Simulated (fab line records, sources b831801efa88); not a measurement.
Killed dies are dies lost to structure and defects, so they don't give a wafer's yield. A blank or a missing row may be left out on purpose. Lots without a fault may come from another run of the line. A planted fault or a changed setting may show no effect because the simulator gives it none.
Problem report in the 8D (eight disciplines) form, filled by code | flow gf180mcu | the parts of the form that need people (team, actions taken, sign-off) are left out

1. THE PROBLEM
beam_energy_keV at GF_VT_IMPLANT_IMPLANT_41 reads a mean of 66.716 on 6 wafers of 2 lots; wafers without a fault read 69.998 with a standard deviation of 0.019. That is -99 or more standard deviations from the usual mean.
First seen on wafer L910.2, day 13 17:27, on implanter-02. The record holds 39 wafers of 13 lots with a number at this step. Rule for "out", or "out of limits": more than 4 standard deviations from the usual mean. The other wafers with a number count as sound.

2. WHAT IT IS AND WHAT IT IS NOT
question                    | is                     | is not
which readings at this step | beam_energy_keV        | dose_ions_cm2, tilt_deg
which lots                  | L910, L911             | L888, L889, L890, L892, L894, L895, L896, L897, L898, L899, L901
which wafers of those lots  | all that have a number | -
read on which tools         | implanter-02           | implanter-01, implanter-04
when                        | from day 13 17:27      | up to then (33 sound wafers)

3. SUSPECTS, AND WHAT RULES EACH OUT
Counting: a tool at a process step up to the reading stays a suspect if it ran every lot that is out and no sound lot after the first of them.
- implanter-02 at GF_VT_IMPLANT_IMPLANT_41: kept. It ran every lot that is out, first L910 (day 13 17:27), and no sound lot after that; its last sound lot up to then is L888 (day 7 12:14). Its own readings are out on those wafers: beam_energy_keV.
Left after counting: implanter-02 at GF_VT_IMPLANT_IMPLANT_41.

4. THE CAUSE (what the simulator had put in)
Process parameter drift: implanter-02, from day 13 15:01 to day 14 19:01, at GF_VT_IMPLANT_IMPLANT_41. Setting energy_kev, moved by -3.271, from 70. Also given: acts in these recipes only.
Counting left only this tool.

5. THE CHAIN OF EFFECTS, in route order
Each row: a reading whose mean over the struck wafers that have a number lies more than 3 standard deviations from the usual. Only readings for which the record gives a usual standard deviation are gone through. hours: the time from each lot's start at the first step in this table that gives one to its start at this step, as a median over the lots. sigmas: the change in usual standard deviations.
hours | step                     | reading         | usual  | on struck wafers | change | sigmas
0     | GF_VT_IMPLANT_IMPLANT_41 | beam_energy_keV | 69.998 | 66.716           | -3.282 | -99 or more
The process steps in it:
- GF_VT_IMPLANT_IMPLANT_41
Later measuring or inspecting steps at which every struck wafer that the step has a row for has a number for every such reading, and none has moved that far: GF_V1_BOW_MEAS_05.

6. WHAT WOULD HAVE CAUGHT IT SOONER
In this record the first reading out of limits was taken at day 13 17:27, 2 hours after the fault began at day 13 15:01.
